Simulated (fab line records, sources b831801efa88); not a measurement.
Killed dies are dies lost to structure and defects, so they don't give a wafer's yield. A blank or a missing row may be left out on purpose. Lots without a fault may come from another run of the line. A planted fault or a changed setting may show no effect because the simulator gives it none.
Which tool did it? | flow gf180mcu | 6 lots, 18 wafers sampled, at 2 steps of a route of 602

WHAT THE GAUGES READ, wafer by wafer
GF_LVPWELL_TW_MEAS_11.
lot  | measured    | on            | LVPWELL_TW
L222 | day 4 16:02 | film_metro-02 | 553 554 552
L229 | day 5 23:22 | film_metro-03 | 672 669 670
L234 | day 7 04:09 | film_metro-02 | 659 661 663
L239 | day 8 09:19 | film_metro-02 | 553 550 552
L241 | day 8 22:28 | film_metro-03 | 556 561 557
L243 | day 9 04:58 | film_metro-03 | 565 561 562

WHICH TOOL RAN EACH LOT (tool, then ch and the chambers of the sampled wafers, then the start)
lot  | GF_LVPWELL_IMPLANT_08
L222 | implanter-04 ch 0, day 4 15:38
L229 | implanter-01 ch 0, day 5 22:40
L234 | implanter-02 ch 0, day 7 03:26
L239 | implanter-01 ch 0, day 8 08:55
L241 | implanter-02 ch 0, day 8 22:04
L243 | implanter-04 ch 0, day 9 04:34
- GF_LVPWELL_IMPLANT_08

THE ANSWER, worked out from the rows above alone
Rule: what is usual is taken from the lots themselves. Put in order of their means at a reading, lots are off if they are a third of the lots or fewer, leave a main group of 4 or more, and stand apart from it by a gap of 3 or more times the standard deviation of the main group's means; of several such gaps the widest counts. A main group whose means are all the same, to the digits that the tables above print for the reading, isn't used. A lot without any number at a reading at which 4 lots or more have one is off too. The other lots that the step has rows for count as sound.
Off: L229, L234, at GF_LVPWELL_TW_MEAS_11 (LVPWELL_TW). The main group: mean 556, standard deviation 4.4.
A tool fits if, at a process step before that reading, it ran every lot that is off, and no sound lot after the first of them. The gauges at GF_LVPWELL_TW_MEAS_11 are tried like those tools. None of those tried fits.

WHAT THE SIMULATOR HAD PUT IN
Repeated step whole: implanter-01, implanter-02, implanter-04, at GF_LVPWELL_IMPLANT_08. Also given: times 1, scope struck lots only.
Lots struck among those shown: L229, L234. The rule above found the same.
